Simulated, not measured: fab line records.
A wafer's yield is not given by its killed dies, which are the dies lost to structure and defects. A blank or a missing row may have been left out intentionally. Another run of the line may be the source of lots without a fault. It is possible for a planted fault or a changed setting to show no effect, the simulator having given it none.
Matching of chambers | flow gf180mcu | GF_V5_CMP_04 on cmp-02 has 4 sister chambers
The step polishes SiO2. 20 wafers are shown with their chamber, then 10 later ones without.

## WAFERS WITH THEIR CHAMBER
wafer  | chamber | motorCurrentA (A) | retainingRingPressureFrac
L965.1 | 2       | 10.8              | 1.004
L965.5 | 3       | 13.3              | 0.987
L965.6 | 2       | 10.6              | 1.007
L967.1 | 3       | 13.0              | 0.994
L967.4 | 2       | 10.9              | 1.009
L967.6 | 1       | 11.7              | 1.004
L971.1 | 1       | 11.6              | 1.005
L971.2 | 2       | 10.9              | 1.003
L971.6 | 1       | 11.7              | 1.000
L976.1 | 2       | 11.4              | 0.999
L976.5 | 1       | 11.6              | 1.000
L976.6 | 2       | 11.4              | 0.998
L979.2 | 3       | 12.5              | 0.999
L979.3 | 1       | 11.7              | 1.015
L979.4 | 2       | 10.9              | 1.000
L982.2 | 3       | 13.1              | 0.999
L982.3 | 0       | 11.7              | 0.998
L982.5 | 2       | 11.0              | 0.996
L984.1 | 2       | 11.3              | 1.004
L984.4 | 1       | 11.9              | 0.995

SIGNATURES (means of the wafers above)
reading                   | chamber 0 | chamber 1 | chamber 2 | chamber 3 | scatter within a chamber
motorCurrentA             | 11.700    | 11.700    | 11.022    | 12.975    | 0.255
retainingRingPressureFrac | 0.99800   | 1.00317   | 1.00222   | 0.99475   | 0.00545
Rule: a wafer lies at a distance from a chamber equal to the root of the sum of squares, over the readings, of (its reading less the chamber's mean, divided by the reading's scatter). The wafer belongs to the nearest chamber; if the next one is less than 2 further off, it can't be placed. How the scatter is found: for the shown wafers, subtract from each reading the mean of its chamber, square and add these, divide the total by (wafers less chambers), then take the root.

## WAFERS MISSING THEIR CHAMBER
wafer  | motorCurrentA (A) | retainingRingPressureFrac
L984.6 | 11.9              | 0.994
L985.1 | 12.6              | 1.000
L985.2 | 10.9              | 0.997
L985.3 | 12.1              | 1.003
L986.1 | 12.5              | 0.995
L986.3 | 11.4              | 0.995
L986.5 | 11.2              | 1.003
L987.4 | 12.9              | 1.000
L987.5 | 10.9              | 0.997
L987.6 | 11.7              | 0.996

## CHAMBER TAKEN BY EACH
wafer  | from the rows above          | in truth
L984.6 | can't be placed: 0 or 1      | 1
L985.1 | can't be placed: 3 or 0 or 1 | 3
L985.2 | 2                            | 2
L985.3 | can't be placed: 1 or 0      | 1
L986.1 | can't be placed: 3 or 0 or 1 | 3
L986.3 | can't be placed: 0 or 1 or 2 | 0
L986.5 | can't be placed: 2 or 1 or 0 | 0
L987.4 | 3                            | 3
L987.5 | 2                            | 2
L987.6 | can't be placed: 0 or 1      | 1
Placed correctly: 3 of 10. Can't be placed from these rows: 7 (the true chamber is among the candidates in 7). 0 placed wrongly.
